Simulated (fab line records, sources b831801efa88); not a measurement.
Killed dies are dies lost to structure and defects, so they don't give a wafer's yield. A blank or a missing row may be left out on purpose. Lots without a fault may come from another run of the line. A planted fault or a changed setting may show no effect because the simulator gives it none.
A struck lot beside a sound one | flow sky130 | 35 steps out of a route of 708
Sound: wafers L712.1, L712.4, L712.5. Struck: wafers L718.2, L718.4, L718.5. The cause comes at the end.
At each step with rows: each side's tool, then ch and its chambers, then its first start. Under that, the readings that differ: sound wafers | struck wafers | difference of the means | sigmas: that difference in standard deviations of wafers without a fault.
alike: readings whose means differ by less than 2 such deviations, and words and numbers that are the same on both sides. not compared: withheld readings, readings that some wafer has no value for, bounds like >300 that may hide the same value, and numbers for which the record gives no deviation and whose values overlap.
The two part at a step that has a row with sigmas, a row that says differs or no value, or rows on one side only. Numbers that don't overlap but have no deviation are shown without sigmas and don't part them. A reading that every wafer of one side lacks parts them only if that side has two wafers or more.

SKY_SD_P_CD_MEAS_07: target cd 380 nm.
  sound on cd_sem-01, day 27 13:32; struck on cd_sem-01, day 29 03:06
  reading    | sound             | struck            | difference | sigmas
  cd_nm (nm) | 372.0 376.5 375.9 | 379.3 382.0 383.5 | +6.8       | +3
SKY_SD_P_OVL_MEAS_08:
  sound on overlay-02, day 27 13:39; struck on overlay-01, day 29 03:13
  alike: SD_P_OVL
then, 1 step without rows for these wafers: SKY_SD_P_IMPLANT_09.
SKY_SD_P_STRIP_10: strips in O2/N2.
  sound on plasma_asher-02 ch 0,1, day 27 13:50; struck on plasma_asher-01 ch 0,1, day 29 03:23
  alike: drypump_motor_current_A, oes_product_au, strip_time_to_endpoint_s
  not compared: rf_hours_counter_h
SKY_SD_P_TW_MEAS_11:
  sound on film_metro-01, day 27 13:56; struck on film_metro-02, day 29 03:30
  alike: SD_P_TW
then, 7 steps without rows for these wafers: SKY_RES_XHIGH_DEHYDRATE_00 (time 60 s); SKY_RES_XHIGH_HMDS_01 (prime time 60 s); SKY_RES_XHIGH_COAT_02 (resist thk 1140 nm); SKY_RES_XHIGH_SOFTBAKE_03 (time 60 s); SKY_RES_XHIGH_EXPOSE_04 (exposes mask URPM, target cd 1270 nm); SKY_RES_XHIGH_PEB_05; SKY_RES_XHIGH_DEVELOP_06 (develop time 60 s).
SKY_RES_XHIGH_IMPLANT_07:
  sound on implanter-03 ch 0, day 28 18:55; struck on implanter-01 ch 0, day 30 07:37
SKY_RES_XHIGH_STRIP_08: strips in O2/N2.
  sound on plasma_asher-03 ch 0,1, day 28 19:04; struck on plasma_asher-03 ch 1, day 30 07:44
  reading                      | sound             | struck            | difference | sigmas
  oes_product_au (a.u.)        | 0.706 0.707 0.711 | 0.687 0.692 0.687 | -0.019     | -5
  strip_time_to_endpoint_s (s) | 14.27 14.24 14.20 | 14.96 14.97 15.01 | +0.74      | +21
  alike: drypump_motor_current_A
  not compared: rf_hours_counter_h
SKY_RES_XHIGH_TW_MEAS_09:
  sound on film_metro-03, day 28 19:10; struck on film_metro-03, day 30 07:50
  reading      | sound          | struck         | difference | sigmas
  RES_XHIGH_TW | 1629 1628 1640 | 2019 2011 2019 | +384       | +40
then, 7 steps without rows for these wafers: SKY_SD_N_DEHYDRATE_00 (time 60 s); SKY_SD_N_HMDS_01 (prime time 60 s); SKY_SD_N_COAT_02 (resist thk 1140 nm); SKY_SD_N_SOFTBAKE_03 (time 60 s); SKY_SD_N_EXPOSE_04 (exposes mask NSDM, target cd 380 nm); SKY_SD_N_PEB_05; SKY_SD_N_DEVELOP_06 (develop time 60 s).
SKY_SD_N_CD_MEAS_07: target cd 380 nm.
  sound on cd_sem-01, day 29 23:25; struck on cd_sem-01, day 31 11:14
  alike: cd_nm
SKY_SD_N_OVL_MEAS_08:
  sound on overlay-01, day 29 23:32; struck on overlay-02, day 31 11:20
  alike: SD_N_OVL
then, 2 steps without rows for these wafers: SKY_SD_N_IMPLANT_09; SKY_SD_N_IMPLANT_10.
SKY_SD_N_STRIP_11: strips in O2/N2.
  sound on plasma_asher-04 ch 0,1, day 29 23:52; struck on plasma_asher-02 ch 0,1, day 31 11:40
  alike: drypump_motor_current_A, oes_product_au, strip_time_to_endpoint_s
  not compared: rf_hours_counter_h
SKY_SD_N_TW_MEAS_12:
  sound on film_metro-02, day 29 23:58; struck on film_metro-01, day 31 11:47
  alike: SD_N_TW
then, 1 step without rows for these wafers: SKY_SD_N_CLEAN_13 (cleans in SC1/SC2, time 150 s).
SKY_SD_N_RTA_14: time 2 s.
  sound on rtp_anneal-01 ch 0, day 30 00:05; struck on rtp_anneal-01 ch 0, day 31 11:53
  alike: lamp_power_pct, wafer_temp_C_max
SKY_SD_N_RS_MEAS_16: measures by four-point-probe.
  sound on film_metro-03, day 30 00:15; struck on film_metro-02, day 31 12:04
  alike: SD_N_RS
SKY_SD_N_RS_MEAS_17: measures by four-point-probe.
  sound on film_metro-03, day 30 00:22; struck on film_metro-02, day 31 12:11
  alike: SD_P_RS
SKY_SD_N_RS_MEAS_18: measures by four-point-probe.
  sound on film_metro-03, day 30 00:29; struck on film_metro-02, day 31 12:19
  reading               | sound             | struck            | difference | sigmas
  RES_XHIGH_RS (ohm/sq) | 332.3 331.1 330.4 | 205.1 204.7 204.9 | -126.4     | -97
then, 1 step without rows for these wafers: SKY_SALICIDE_CLEAN_00 (cleans in HF-last, time 30 s).
-- the record jumps here: 17 days lie between the struck wafers' starts before and after (it left off in module SALICIDE and takes up again in module PAD_OPEN, whose first step shown is number 708 of the route) --
SKY_PAD_OPEN_PROBE_99:
  sound on prober-02, day 47 10:40; struck on prober-02, day 48 12:38
  reading                                            | sound             | struck            | difference | sigmas
  model.etest.res_xhigh_po.line_ohm_um               | 5699 5730 5409    | 1765 1887 1752    | -3811      |
  model.etest.res_xhigh_po.rs_ohm_sq                 | 1991 2008 1889    | 626.2 671.6 629.2 | -1320.3    |
  model.etest.res_xhigh_po.rs_ohm_sq_range           | 99.94 96.55 101.2 | 36.52 35.18 34.67 | -63.77     |
  model.etest.res_xhigh_po.rs_ohm_sq_rim_less_centre | 87.02 87.18 82.43 | 32.4 33.33 30.89  | -53.3      |
  alike: killed_at_M0_to_M3, killed_at_M4_up, killed_at_contacts, killed_at_front_end, killed_at_other, killed_dies, killed_on_rim, killed_open, killed_short

WHERE THEY PART
First at SKY_SD_P_CD_MEAS_07; last, within this record, at SKY_SD_N_RS_MEAS_18. Later steps at which nothing parts them and some readings are alike: SKY_PAD_OPEN_PROBE_99.

WHY: what the simulator had put in
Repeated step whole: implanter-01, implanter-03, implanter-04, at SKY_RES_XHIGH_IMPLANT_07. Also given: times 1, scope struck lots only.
